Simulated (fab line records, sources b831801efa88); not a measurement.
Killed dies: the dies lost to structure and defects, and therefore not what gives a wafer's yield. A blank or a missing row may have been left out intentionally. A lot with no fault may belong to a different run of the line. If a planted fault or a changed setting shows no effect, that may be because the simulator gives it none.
fab line records -- flow sfq-line
[record] lots = 6, wafers = 16, last-day = 83
route steps=325 shown I5@235 C5@240
lots that met no fault: from a run of the same line without faults
start-h: hours from the record's first day to the start of the lot's first wafer shown -- wait-h: how many hours have passed since the lot's step before this one -- " the same as in the row above -- L1.1+2: a single row standing in for several wafers -- - no value, or no start given -- * or withheld: withheld -- < > ~ a bound
route shown NAME@n: a module of which the file shows steps, and the number in the route of the first -- usual: mean and standard deviation over wafers with no fault -- same: alike in all rows -- chamber/n: place in a boat -- sites: each site's reading -- _std_site: standard deviation across them -- _edge_site: the outer-site mean with the inner-site mean subtracted -- radius-mm: for every site, how far away it sits from the centre of the wafer -- mask NAME#n: copy n -- behind: the tool/chamber that last shaped the wafer -- hold: the reason the lot was held/the length of the hold in hours/how it ended -- device: the transistor (n, p or np) that didn't switch -- end of line: the same wafers' tests at the end of the route -- step lacking rows: just its recipe -- killed: count of dies lost to structure and defects at first sort (not the wafer's yield) -- map: per-die view of a wafer (x killed, . not killed, _ where there is no die)
set.NAME: setting as actually run; set.NAME@STEP: the setting as run at that earlier step -- model.NAME: the simulator's own value behind a step, which no gauge read
lots seen at some steps along the route; tables by step, rows by wafer
services: from which hour (start-h, from the record's first day; less than 0 if before it) a tool's chamber was out of use, for how many hours, and why
[[steps]]
[step SFQ_I5_OVL_MEAS_936]
[usual] I5_OVL = 1/6.5
lot.wafer,tool,chamber,start-h,wait-h,I5_OVL[nm]
L500.3,overlay-01,-,1571.53,0.1,-2
L500.4,overlay-01,-,1571.53,0.1,-9
L500.5,overlay-01,-,1571.53,0.1,0
L503.1,overlay-02,-,1587.24,0.1,3
L503.4,overlay-02,-,1587.24,0.1,3
L503.6,overlay-02,-,1587.24,0.1,5
L509.2,overlay-02,-,1626.85,0.1,3
L509.5,overlay-02,-,1626.85,0.1,0
L511.2,overlay-02,-,1638.85,0.1,9
L511.4,overlay-02,-,1638.85,0.1,4
L512.1,overlay-02,-,1642.44,0.1,-2
L512.3,overlay-02,-,1642.44,0.1,-5
L512.6,overlay-02,-,1642.44,0.1,0
L514.2,overlay-02,-,1646.05,0.1,-3
L514.4,overlay-02,-,1646.05,0.1,-2
L514.6,overlay-02,-,1646.05,0.1,-5
[step SFQ_TRILAYER_I5_BARC_OPEN_VIA_ETCH_200]
[recipe] mask-material = PR, chemistry = O2, target-depth-nm = 125, target = BARC, source-w = 500, bias-w = 80, pressure-mtorr = 30, time-s = 41.7
[usual] drypump-motor-current-A = 5.86/0.24, oes-product-au = 0.685/0.0043, rf-fwd-power-W = 495.3/2.5, run-length-s = 70.2/0.36
lot.wafer,tool,chamber,start-h,wait-h,drypump-motor-current-A,oes-product-au,rf-fwd-power-W,rf-hours-counter-h,run-length-s
L500.3,rie-diel-03,2,1571.56,0.0,6.24,0.680,493.6,21,70.5
L500.4,rie-diel-03,0,1571.56,0.0,5.96,0.690,494.0,13,70.0
L500.5,rie-diel-03,2,1571.56,0.0,6.23,0.682,493.1,-,70.6
L503.1,rie-diel-04,1,1587.28,0.0,6.06,0.687,499.2,14,69.6
L503.4,rie-diel-04,3,1587.28,0.0,5.92,0.689,498.6,-,70.0
L503.6,rie-diel-04,1,1587.28,0.0,6.10,0.680,497.1,-,70.0
L509.2,rie-diel-03,1,1626.88,0.0,5.53,0.686,491.4,9,70.0
L509.5,rie-diel-03,1,1626.88,0.0,5.55,0.688,493.4,-,70.0
L511.2,rie-diel-04,3,1638.88,0.0,5.93,0.694,499.2,5,70.0
L511.4,rie-diel-04,2,1638.88,0.0,5.96,0.681,495.6,4,69.9
L512.1,rie-diel-04,0,1642.48,0.0,5.51,0.682,498.2,14,70.3
L512.3,rie-diel-04,2,1642.48,0.0,6.00,0.683,497.6,4,70.0
L512.6,rie-diel-04,2,1642.48,0.0,6.00,0.679,497.9,-,69.8
L514.2,rie-diel-04,3,1646.08,0.0,5.93,0.681,499.0,5,69.6
L514.4,rie-diel-04,2,1646.08,0.0,5.97,0.685,498.8,4,69.9
L514.6,rie-diel-04,2,1646.08,0.0,5.94,0.686,498.6,-,70.0
[step SFQ_TRILAYER_I5_ETCH_VIA_ETCH_147]
[recipe] stop-on = Nb, mask-material = PR, chemistry = CHF3, target-depth-nm = 360, source-w = 500, bias-w = 80, pressure-mtorr = 30, time-s = withheld
[usual] drypump-motor-current-A = 5.87/0.24, oes-product-au = 0.989/0.0051, rf-fwd-power-W = 498.5/1.5
lot.wafer,tool,chamber,start-h,wait-h,drypump-motor-current-A,oes-product-au,rf-fwd-power-W
L500.3,rie-diel-03,2,1571.60,0.0,6.22,0.982,496.9
L500.4,rie-diel-03,0,1571.60,0.0,5.91,0.992,498.7
L500.5,rie-diel-03,2,1571.60,0.0,6.22,0.986,497.8
L503.1,rie-diel-04,1,1587.32,0.0,6.08,0.987,499.9
L503.4,rie-diel-04,3,1587.32,0.0,5.93,0.987,498.6
L503.6,rie-diel-04,1,1587.32,0.0,6.09,0.995,499.2
L509.2,rie-diel-03,1,1626.92,0.0,5.56,0.997,500.0
L509.5,rie-diel-03,1,1626.92,0.0,5.58,0.992,496.4
L511.2,rie-diel-04,3,1638.92,0.0,5.92,0.986,501.0
L511.4,rie-diel-04,2,1638.92,0.0,5.97,0.989,498.3
L512.1,rie-diel-04,0,1642.52,0.0,5.49,0.982,499.0
L512.3,rie-diel-04,2,1642.52,0.0,5.98,0.988,500.6
L512.6,rie-diel-04,2,1642.52,0.0,5.97,0.992,498.8
L514.2,rie-diel-04,3,1646.12,0.0,5.94,0.975,499.1
L514.4,rie-diel-04,2,1646.12,0.0,5.97,0.984,499.7
L514.6,rie-diel-04,2,1646.12,0.0,5.97,0.988,500.4
[step SFQ_TRILAYER_I5_STRIP_STRIP_148]
[recipe] gas = O2, power-w = 200, platen-temp-c = 40, overash-fraction = 0.65, chemistry = O2, pressure-mtorr = 50
[usual] drypump-motor-current-A = 5.3/0.35, he-backside-leak-sccm = 3.5/0.31, oes-product-au = 1.005/0.0096
lot.wafer,tool,chamber,start-h,wait-h,drypump-motor-current-A,he-backside-leak-sccm,oes-product-au,rf-hours-counter-h
L500.3,rie-metal-01,1,1571.95,-,5.6,3.6,1.006,-
L500.4,rie-metal-01,0,1571.95,-,5.2,3.5,1.011,-
L500.5,rie-metal-01,0,1571.95,-,5.2,3.4,1.019,-
L503.1,rie-metal-02,1,1587.47,-,5.3,3.3,0.997,2
L503.4,rie-metal-02,0,1587.47,-,5.3,3.5,0.999,-
L503.6,rie-metal-02,1,1587.47,-,5.3,3.5,0.995,-
L509.2,rie-metal-02,0,1627.07,-,5.3,3.4,0.998,111
L509.5,rie-metal-02,0,1627.07,-,5.3,3.5,0.997,-
L511.2,rie-metal-03,1,1639.07,-,5.7,3.8,1.012,85
L511.4,rie-metal-03,0,1639.07,-,4.7,3.2,1.008,-
L512.1,rie-metal-03,1,1642.67,-,5.7,3.8,1.002,85
L512.3,rie-metal-03,1,1642.67,-,5.7,3.9,1.008,-
L512.6,rie-metal-03,1,1642.67,-,5.7,3.9,1.016,-
L514.2,rie-metal-03,0,1646.27,-,4.8,3.3,1.003,52
L514.4,rie-metal-03,0,1646.27,-,4.8,3.3,0.996,-
L514.6,rie-metal-03,1,1646.27,-,5.8,3.8,1.009,-
[step SFQ_TRILAYER_I5_STRIP_SOLV_CLEAN_149]
[recipe] chemistry = NMP, temp-c = 70, time-s = 600
[step SFQ_TRILAYER_C5_LITHO_COAT_156]
[recipe] resist = BARC, spin-rpm = 3000, resist-thk-nm = 62
[step SFQ_TRILAYER_C5_LITHO_COAT_151]
[recipe] resist = KrF, spin-rpm = 3000, resist-thk-nm = 656.7
[step SFQ_TRILAYER_C5_LITHO_SOFTBAKE_155]
[recipe] temp-c = withheld, time-s = withheld, resist = KrF
[step SFQ_TRILAYER_C5_LITHO_EXPOSE_152]
[recipe] mask-id = C5, na = 0.6, source-shape = conventional, sigma-outer = 0.65, target-cd-nm = 500, dose-mj = 21.3
[step SFQ_TRILAYER_C5_LITHO_PEB_154]
[recipe] peb-temp-c = 115, peb-time-s = 60, resist = KrF
[step SFQ_TRILAYER_C5_LITHO_DEVELOP_153]
[recipe] time-s = 60, resist = KrF
[step SFQ_C5_OVL_MEAS_937]
[usual] C5_OVL = 2/5.4
lot.wafer,tool,chamber,start-h,wait-h,C5_OVL[nm]
L500.3,overlay-02,-,1574.78,0.1,15
L500.4,overlay-02,-,1574.78,0.1,10
L500.5,overlay-02,-,1574.78,0.1,10
L503.1,overlay-02,-,1691.33,0.1,-5
L503.4,overlay-02,-,1691.33,0.1,-2
L503.6,overlay-02,-,1691.33,0.1,0
L509.2,overlay-02,-,1709.10,0.1,-3
L509.5,overlay-02,-,1709.10,0.1,-9
L511.2,overlay-02,-,1718.70,0.1,-3
L511.4,overlay-02,-,1718.70,0.1,-6
L512.1,overlay-01,-,1722.29,0.1,0
L512.3,overlay-01,-,1722.29,0.1,3
L512.6,overlay-01,-,1722.29,0.1,2
L514.2,overlay-01,-,1724.70,0.1,2
L514.4,overlay-01,-,1724.70,0.1,-1
L514.6,overlay-01,-,1724.70,0.1,1
[step SFQ_TRILAYER_C5_BARC_OPEN_VIA_ETCH_210]
[recipe] mask-material = PR, chemistry = O2, target-depth-nm = 125, target = BARC, source-w = 500, bias-w = 80, pressure-mtorr = 30, time-s = 41.7
[usual] drypump-motor-current-A = 5.9/0.32, oes-product-au = 0.685/0.0047, rf-fwd-power-W = 495.3/2.1, run-length-s = 70.1/0.39
lot.wafer,tool,chamber,start-h,wait-h,drypump-motor-current-A,oes-product-au,rf-fwd-power-W,rf-hours-counter-h,run-length-s
L500.3,rie-diel-02,3,1574.81,0.0,6.5,0.680,497.3,15,69.7
L500.4,rie-diel-02,1,1574.81,0.0,5.9,0.683,491.8,0,70.7
L500.5,rie-diel-02,2,1574.81,0.0,5.3,0.682,495.5,-,70.3
L503.1,rie-diel-03,3,1691.37,0.0,6.1,0.698,491.0,17,70.8
L503.4,rie-diel-03,1,1691.37,0.0,5.6,0.682,497.6,10,70.2
L503.6,rie-diel-03,0,1691.37,0.0,6.0,0.683,496.5,-,70.2
L509.2,rie-diel-03,3,1709.13,0.0,6.1,0.667,489.0,17,72.2
L509.5,rie-diel-03,3,1709.13,0.0,6.1,0.671,492.1,-,72.0
L511.2,rie-diel-03,3,1718.73,0.0,6.1,0.668,493.4,18,72.0
L511.4,rie-diel-03,1,1718.73,0.0,5.5,0.666,492.9,11,71.6
L512.1,rie-diel-02,1,1722.33,0.0,6.0,0.681,490.8,3,70.5
L512.3,rie-diel-02,2,1722.33,0.0,5.3,0.677,495.0,13,70.6
L512.6,rie-diel-02,1,1722.33,0.0,6.0,0.687,493.6,-,71.0
L514.2,rie-diel-04,3,1724.73,0.0,5.9,0.687,496.5,7,69.9
L514.4,rie-diel-04,0,1724.73,0.0,5.5,0.688,496.2,15,69.9
L514.6,rie-diel-04,2,1724.73,0.0,5.9,0.684,496.5,-,70.2
[step SFQ_TRILAYER_C5_ETCH_VIA_ETCH_154]
[recipe] target = SiO2, mask-material = PR, chemistry = CHF3, target-depth-nm = 84, source-w = 500, bias-w = 80, pressure-mtorr = 30, time-s = withheld, stop-on = Nb
[usual] drypump-motor-current-A = 5.9/0.32, oes-product-au = 0.893/0.008, rf-fwd-power-W = 496.1/1.8
lot.wafer,tool,chamber,start-h,wait-h,drypump-motor-current-A,oes-product-au,rf-fwd-power-W
L500.3,rie-diel-02,3,1574.85,0.0,6.5,0.889,498.1
L500.4,rie-diel-02,1,1574.85,0.0,6.0,0.894,493.7
L500.5,rie-diel-02,2,1574.85,0.0,5.3,0.912,498.0
L503.1,rie-diel-03,3,1691.41,0.0,6.1,0.896,493.2
L503.4,rie-diel-03,1,1691.41,0.0,5.5,0.904,494.0
L503.6,rie-diel-03,0,1691.41,0.0,6.0,0.901,497.7
L509.2,rie-diel-03,3,1709.17,0.0,6.1,0.896,496.8
L509.5,rie-diel-03,3,1709.17,0.0,6.1,0.907,494.4
L511.2,rie-diel-03,3,1718.77,0.0,6.1,0.875,494.8
L511.4,rie-diel-03,1,1718.77,0.0,5.6,0.893,495.8
L512.1,rie-diel-02,1,1722.37,0.0,6.0,0.891,496.0
L512.3,rie-diel-02,2,1722.37,0.0,5.3,0.892,496.5
L512.6,rie-diel-02,1,1722.37,0.0,6.0,0.906,495.9
L514.2,rie-diel-04,3,1724.77,0.0,5.9,0.879,498.3
L514.4,rie-diel-04,0,1724.77,0.0,5.5,0.887,495.6
L514.6,rie-diel-04,2,1724.77,0.0,5.9,0.897,497.7
[[services]]
tool,chamber,start-h,hours,kind
rie-diel-04,1,1573.06,7.8,repair
rie-diel-04,0,1584.96,9.7,repair
rie-diel-02,0,1586.78,-,clean
rie-diel-02,0,1586.78,13.2,scheduled-down
rie-diel-02,0,1586.78,13.2,vent-cycle
rie-diel-03,2,1596.83,-,clean
rie-diel-03,2,1596.83,24.2,scheduled-down
rie-diel-03,2,1596.83,24.2,vent-cycle
rie-metal-03,0,1597.24,9.7,repair
rie-diel-04,0,1599.95,10.1,repair
rie-diel-02,2,1607.11,7.9,repair
rie-diel-03,-,1616.74,0.8,repair
rie-diel-03,3,1620.23,11.1,repair
rie-metal-02,-,1635.51,0.7,repair
rie-metal-01,1,1636.51,52.3,repair
rie-diel-02,2,1637.03,6.7,repair
rie-diel-02,2,1667.53,18.4,repair
rie-diel-04,-,1682.50,4.8,repair
rie-diel-02,2,1689.73,1.6,repair
rie-metal-01,0,1693.46,-,clean
rie-metal-01,0,1693.46,-,consumable-replace:focus-ring
rie-diel-02,3,1700.31,5.9,repair
rie-metal-02,-,1706.04,2.8,pm
rie-diel-02,-,1720.97,0.2,repair
[[key]]
[first-sign] step = SFQ_TRILAYER_C5_BARC_OPEN_VIA_ETCH_210, reading = run-length-s, direction = up, sigmas = 4.7, usual = *, struck = *
[effect] step = SFQ_TRILAYER_C5_BARC_OPEN_VIA_ETCH_210, reading = oes-product-au, direction = down, sigmas = 3.6, usual = 0.685, struck = 0.668
met-at SFQ_TRILAYER_C5_BARC_OPEN_VIA_ETCH_210
struck-wafers L509.2,L509.5,L511.2,L511.4
onset-between 1691.37 1709.13
[fault] kind = process-parameter-drift, tool = rie-diel-03, chamber = -, onset-h = 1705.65, steps = SFQ_TRILAYER_C5_BARC_OPEN_VIA_ETCH_210, channel = time-s, offset = *, shape = step, end-h = 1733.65, acts-in = *, stated = *
